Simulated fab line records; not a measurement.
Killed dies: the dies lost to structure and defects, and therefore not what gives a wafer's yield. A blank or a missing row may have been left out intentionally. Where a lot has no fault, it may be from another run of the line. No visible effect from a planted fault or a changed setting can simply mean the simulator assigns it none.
The tool behind it: which one? + flow gf180mcu + 72 wafers from 24 lots sampled at 6 of the route's 602 steps

## WHAT THE GAUGES READ, wafer by wafer
GF_V2_BOW_MEAS_05. Usual: for V2_BOW the level is 99 um and the standard deviation is 8.
| lot  | measured     | on            | V2_BOW (um) | flag |
|------|--------------|---------------|-------------|------|
| L074 | day 19 15:20 | film metro-01 | 105 96 108  |      |
| L075 | day 20 00:49 | film metro-04 | 112 105 109 |      |
| L076 | day 20 07:42 | film metro-04 | 90 113 103  |      |
| L077 | day 20 15:41 | film metro-01 | 96 89 86    |      |
| L078 | day 20 18:13 | film metro-04 | 102 95 109  |      |
| L079 | day 21 11:36 | film metro-03 | 101 99 104  |      |
| L080 | day 21 12:16 | film metro-04 | 96 107 100  |      |
| L081 | day 22 00:25 | film metro-01 | 88 83 96    |      |
| L082 | day 22 06:31 | film metro-04 | 104 114 103 |      |
| L083 | day 22 13:14 | film metro-03 | 91 93 101   |      |
| L084 | day 22 20:53 | film metro-01 | 101 109 98  |      |
| L085 | day 23 07:02 | film metro-04 | 102 102 97  |      |
| L086 | day 23 15:28 | film metro-03 | 96 101 95   |      |
| L087 | day 24 06:14 | film metro-01 | 110 104 89  |      |
| L088 | day 24 10:37 | film metro-04 | 108 98 103  |      |
| L089 | day 24 18:32 | film metro-03 | 108 97 98   |      |
| L090 | day 25 00:25 | film metro-01 | 102 103 104 |      |
| L091 | day 25 07:44 | film metro-03 | 90 89 92    |      |
| L092 | day 25 16:10 | film metro-01 | 87 97 88    |      |
| L093 | day 26 00:10 | film metro-03 | 94 97 96    |      |
| L094 | day 26 08:35 | film metro-01 | 102 104 94  |      |
| L095 | day 26 13:25 | film metro-04 | 116 111 109 |      |
| L096 | day 26 22:38 | film metro-01 | 98 93 102   |      |
| L097 | day 27 00:22 | film metro-04 | 85 90 84    |      |

GF_V2_RS_MEAS_24: measurement is done with a four-point probe. Usual: for V2_W_RS the level is 0.329 ohm/sq and the standard deviation is 0.006.
| lot  | measured     | on            | V2_W_RS (ohm/sq)  | flag |
|------|--------------|---------------|-------------------|------|
| L074 | day 20 16:50 | film metro-01 | 0.331 0.327 0.331 |      |
| L075 | day 21 02:06 | film metro-03 | 0.337 0.332 0.331 |      |
| L076 | day 21 08:37 | film metro-01 | 0.324 0.335 0.328 |      |
| L077 | day 21 16:14 | film metro-01 | 0.326 0.326 0.321 |      |
| L078 | day 21 19:12 | film metro-04 | 0.335 0.325 0.336 |      |
| L079 | day 22 12:50 | film metro-03 | 0.323 0.324 0.324 |      |
| L080 | day 22 12:38 | film metro-04 | 0.323 0.326 0.327 |      |
| L081 | day 23 00:43 | film metro-03 | 0.331 0.334 0.330 |      |
| L082 | day 23 07:05 | film metro-03 | 0.330 0.328 0.329 |      |
| L083 | day 23 13:37 | film metro-01 | 0.328 0.331 0.333 |      |
| L084 | day 23 20:28 | film metro-03 | 0.328 0.332 0.330 |      |
| L085 | day 24 06:55 | film metro-04 | 0.328 0.336 0.328 |      |
| L086 | day 24 15:17 | film metro-01 | 0.330 0.332 0.333 |      |
| L087 | day 25 05:03 | film metro-01 | 0.333 0.335 0.328 |      |
| L088 | day 25 08:54 | film metro-01 | 0.340 0.330 0.337 |      |
| L089 | day 25 17:09 | film metro-01 | 0.327 0.315 0.325 |      |
| L090 | day 25 22:29 | film metro-01 | 0.338 0.326 0.325 |      |
| L091 | day 26 05:55 | film metro-01 | 0.330 0.320 0.328 |      |
| L092 | day 26 14:01 | film metro-04 | 0.326 0.332 0.320 |      |
| L093 | day 26 22:16 | film metro-04 | 0.318 0.330 0.331 |      |
| L094 | day 27 06:13 | film metro-01 | 0.328 0.330 0.331 |      |
| L095 | day 27 11:14 | film metro-03 | 0.322 0.322 0.331 |      |
| L096 | day 27 19:29 | film metro-03 | 0.333 0.338 0.333 |      |
| L097 | day 27 21:49 | film metro-04 | 0.341 0.336 0.334 |      |

GF_V4_CD_MEAS_14: the cd target is 260 nm. Usual: 260.0 nm for cd nm, sd 1.4.
| lot  | measured     | on        | cd nm (nm)        | flag |
|------|--------------|-----------|-------------------|------|
| L074 | day 24 19:44 | cd sem-02 | 257.5 258.0 258.2 |      |
| L075 | day 25 01:26 | cd sem-01 | 263.0 263.2 263.6 |      |
| L076 | day 25 08:13 | cd sem-01 | 261.2 261.5 259.4 |      |
| L077 | day 25 15:26 | cd sem-01 | 259.5 260.7 259.9 |      |
| L078 | day 25 17:24 | cd sem-01 | 261.5 262.2 261.6 |      |
| L079 | day 26 08:35 | cd sem-02 | 260.7 259.5 258.7 |      |
| L080 | day 26 07:56 | cd sem-01 | 259.4 258.8 258.0 |      |
| L081 | day 26 21:19 | cd sem-02 | 262.6 262.4 261.2 |      |
| L082 | day 27 02:05 | cd sem-02 | 260.0 260.7 259.6 |      |
| L083 | day 27 06:01 | cd sem-02 | 259.8 259.8 260.2 |      |
| L084 | day 27 16:50 | cd sem-02 | 258.6 258.5 257.5 |      |
| L085 | day 27 21:42 | cd sem-02 | 257.6 258.3 259.7 |      |
| L086 | day 28 07:07 | cd sem-01 | 259.0 260.1 259.7 |      |
| L087 | day 28 18:04 | cd sem-02 | 260.9 261.2 261.7 |      |
| L088 | day 28 22:51 | cd sem-02 | 259.8 259.5 259.4 |      |
| L089 | day 29 06:45 | cd sem-02 | 259.8 259.4 259.5 |      |
| L090 | day 29 11:02 | cd sem-02 | 261.3 259.9 260.2 |      |
| L091 | day 29 17:40 | cd sem-01 | 257.7 257.8 258.1 |      |
| L092 | day 30 01:07 | cd sem-01 | 259.7 259.4 260.1 |      |
| L093 | day 30 09:02 | cd sem-02 | 259.7 260.7 261.4 |      |
| L094 | day 30 16:58 | cd sem-02 | 261.2 261.5 261.2 |      |
| L095 | day 30 20:11 | cd sem-01 | 260.4 260.2 260.5 |      |
| L096 | day 31 04:22 | cd sem-01 | 259.3 259.8 261.0 |      |
| L097 | day 31 06:45 | cd sem-01 | 261.2 261.2 260.2 |      |

GF_PASSIVATION_BOW_MEAS_14. Usual: for PASSIVATION_BOW the level is 137 um and the standard deviation is 11.
| lot  | measured     | on            | PASSIVATION_BOW (um) | flag |
|------|--------------|---------------|----------------------|------|
| L074 | day 29 11:22 | film metro-03 | 145 135 150          |      |
| L075 | day 29 14:40 | film metro-04 | 150 144 148          |      |
| L076 | day 29 20:52 | film metro-04 | 131 158 150          |      |
| L077 | day 30 03:54 | film metro-03 | 138 133 128          |      |
| L078 | day 30 05:25 | film metro-04 | 143 138 152          |      |
| L079 | day 30 18:58 | film metro-03 | 129 129 135          |      |
| L080 | day 30 17:51 | film metro-03 | 132 144 140          |      |
| L081 | day 31 05:16 | film metro-01 | 125 119 137          |      |
| L082 | day 31 10:04 | film metro-04 | 141 153 143          |      |
| L083 | day 31 13:33 | film metro-04 | 138 140 146          |      |
| L084 | day 31 22:43 | film metro-01 | 137 145 135          |      |
| L085 | day 32 03:40 | film metro-04 | 139 139 136          |      |
| L086 | day 32 10:56 | film metro-04 | 124 127 123          |      |
| L087 | day 32 18:47 | film metro-04 | 164 159 143          |      |
| L088 | day 32 23:23 | film metro-01 | 124 114 118          |      |
| L089 | day 33 07:49 | film metro-01 | 151 142 145          |      |
| L090 | day 33 09:28 | film metro-03 | 129 130 128          |      |
| L091 | day 33 15:52 | film metro-04 | 128 126 128          |      |
| L092 | day 33 22:08 | film metro-01 | 124 134 126          |      |
| L093 | day 34 04:32 | film metro-01 | 121 126 127          |      |
| L094 | day 34 10:41 | film metro-04 | 143 144 132          |      |
| L095 | day 34 12:40 | film metro-01 | 151 147 147          |      |
| L096 | day 34 20:32 | film metro-03 | 139 135 146          |      |
| L097 | day 34 22:28 | film metro-03 | 119 124 119          |      |

## WHICH TOOL RAN EACH LOT (tool, then ch and the chambers of the sampled wafers, then the start)
| lot  | GF_V4_SPUTTER_22             | GF_MIM_SPUTTER_04            |
|------|------------------------------|------------------------------|
| L074 | pvd sputter-02, day 24 20:37 | pvd sputter-03, day 25 00:25 |
| L075 | pvd sputter-02, day 25 02:20 | pvd sputter-03, day 25 03:10 |
| L076 | pvd sputter-03, day 25 09:05 | pvd sputter-03, day 25 09:54 |
| L077 | pvd sputter-03, day 25 16:20 | pvd sputter-04, day 25 17:08 |
| L078 | pvd sputter-02, day 25 18:17 | pvd sputter-04, day 25 19:07 |
| L079 | pvd sputter-03, day 26 09:32 | pvd sputter-01, day 26 10:20 |
| L080 | pvd sputter-03, day 26 08:48 | pvd sputter-01, day 26 09:37 |
| L081 | pvd sputter-01, day 26 22:13 | pvd sputter-03, day 26 23:05 |
| L082 | pvd sputter-02, day 27 03:00 | pvd sputter-04, day 27 03:49 |
| L083 | pvd sputter-02, day 27 06:52 | pvd sputter-03, day 27 07:40 |
| L084 | pvd sputter-01, day 27 17:44 | pvd sputter-03, day 27 18:32 |
| L085 | pvd sputter-01, day 27 22:34 | pvd sputter-04, day 27 23:22 |
| L086 | pvd sputter-01, day 28 08:00 | pvd sputter-04, day 28 08:49 |
| L087 | pvd sputter-02, day 28 18:56 | pvd sputter-03, day 28 19:51 |
| L088 | pvd sputter-01, day 28 23:47 | pvd sputter-03, day 29 00:35 |
| L089 | pvd sputter-01, day 29 07:34 | pvd sputter-04, day 29 08:23 |
| L090 | pvd sputter-02, day 29 12:02 | pvd sputter-04, day 29 12:50 |
| L091 | pvd sputter-02, day 29 18:35 | pvd sputter-04, day 29 19:23 |
| L092 | pvd sputter-01, day 30 01:59 | pvd sputter-03, day 30 02:47 |
| L093 | pvd sputter-01, day 30 09:52 | pvd sputter-04, day 30 10:41 |
| L094 | pvd sputter-02, day 30 17:51 | pvd sputter-03, day 30 18:40 |
| L095 | pvd sputter-01, day 30 21:05 | pvd sputter-03, day 30 21:53 |
| L096 | pvd sputter-03, day 31 05:16 | pvd sputter-04, day 31 06:04 |
| L097 | pvd sputter-01, day 31 07:39 | pvd sputter-04, day 31 08:28 |
- GF_V4_SPUTTER_22: material TiN, target thk 10 nm, time 40 s.
- GF_MIM_SPUTTER_04: material TiN, target thk 50 nm, time 41.7 s.

## WHAT THE TOOLS THEMSELVES READ (means of the sampled wafers that have a number; where no wafer has one, the mark that the record gives instead)
GF_V4_SPUTTER_22. Usual: 30.2 % for throttle valve pct, sd 0.77.
| lot  | tool           | throttle valve pct (%) | flag |
|------|----------------|------------------------|------|
| L074 | pvd sputter-02 | 30.4                   |      |
| L075 | pvd sputter-02 | 30.4                   |      |
| L076 | pvd sputter-03 | 29.3                   |      |
| L077 | pvd sputter-03 | 30.3                   |      |
| L078 | pvd sputter-02 | 30.1                   |      |
| L079 | pvd sputter-03 | 30.1                   |      |
| L080 | pvd sputter-03 | 29.2                   |      |
| L081 | pvd sputter-01 | 30.2                   |      |
| L082 | pvd sputter-02 | 30.5                   |      |
| L083 | pvd sputter-02 | 31.3                   |      |
| L084 | pvd sputter-01 | 30.2                   |      |
| L085 | pvd sputter-01 | 29.9                   |      |
| L086 | pvd sputter-01 | 29.7                   |      |
| L087 | pvd sputter-02 | 29.9                   |      |
| L088 | pvd sputter-01 | 30.6                   |      |
| L089 | pvd sputter-01 | 30.2                   |      |
| L090 | pvd sputter-02 | 30.6                   |      |
| L091 | pvd sputter-02 | 30.9                   |      |
| L092 | pvd sputter-01 | 30.3                   |      |
| L093 | pvd sputter-01 | 29.5                   |      |
| L094 | pvd sputter-02 | 30.5                   |      |
| L095 | pvd sputter-01 | 29.8                   |      |
| L096 | pvd sputter-03 | 30.2                   |      |
| L097 | pvd sputter-01 | 29.6                   |      |

GF_MIM_SPUTTER_04. Usual: 30.3 % for throttle valve pct, sd 1.2.
| lot  | tool           | throttle valve pct (%) | flag |
|------|----------------|------------------------|------|
| L074 | pvd sputter-03 | 30.0                   |      |
| L075 | pvd sputter-03 | 29.5                   |      |
| L076 | pvd sputter-03 | 30.3                   |      |
| L077 | pvd sputter-04 | 30.7                   |      |
| L078 | pvd sputter-04 | 30.8                   |      |
| L079 | pvd sputter-01 | 29.9                   |      |
| L080 | pvd sputter-01 | 30.2                   |      |
| L081 | pvd sputter-03 | 29.7                   |      |
| L082 | pvd sputter-04 | 31.1                   |      |
| L083 | pvd sputter-03 | 30.0                   |      |
| L084 | pvd sputter-03 | 30.6                   |      |
| L085 | pvd sputter-04 | 30.6                   |      |
| L086 | pvd sputter-04 | 29.6                   |      |
| L087 | pvd sputter-03 | 29.5                   |      |
| L088 | pvd sputter-03 | 30.0                   |      |
| L089 | pvd sputter-04 | 29.2                   |      |
| L090 | pvd sputter-04 | 29.8                   |      |
| L091 | pvd sputter-04 | 30.7                   |      |
| L092 | pvd sputter-03 | 29.7                   |      |
| L093 | pvd sputter-04 | 30.6                   |      |
| L094 | pvd sputter-03 | 29.9                   |      |
| L095 | pvd sputter-03 | 30.6                   |      |
| L096 | pvd sputter-04 | 29.5                   |      |
| L097 | pvd sputter-04 | 30.1                   |      |

## THE ANSWER, worked out from the rows above alone
Rule: a lot counts as off when the mean over its wafers that have a number is more than 3 standard deviations away from the usual mean. A lot without any number at a reading at which 4 lots or more have one is off too. The other lots that the step has rows for count as sound. Order of review: gauges by route order, followed by the tools' own readings, for which a lot's mean as printed above is used. The first step at which some lot is off is used, and at that step the reading that is off furthest; a lot without a number counts as furthest.
None of the lots is off at any reading shown; this tells nothing.

## WHAT THE SIMULATOR PUT IN
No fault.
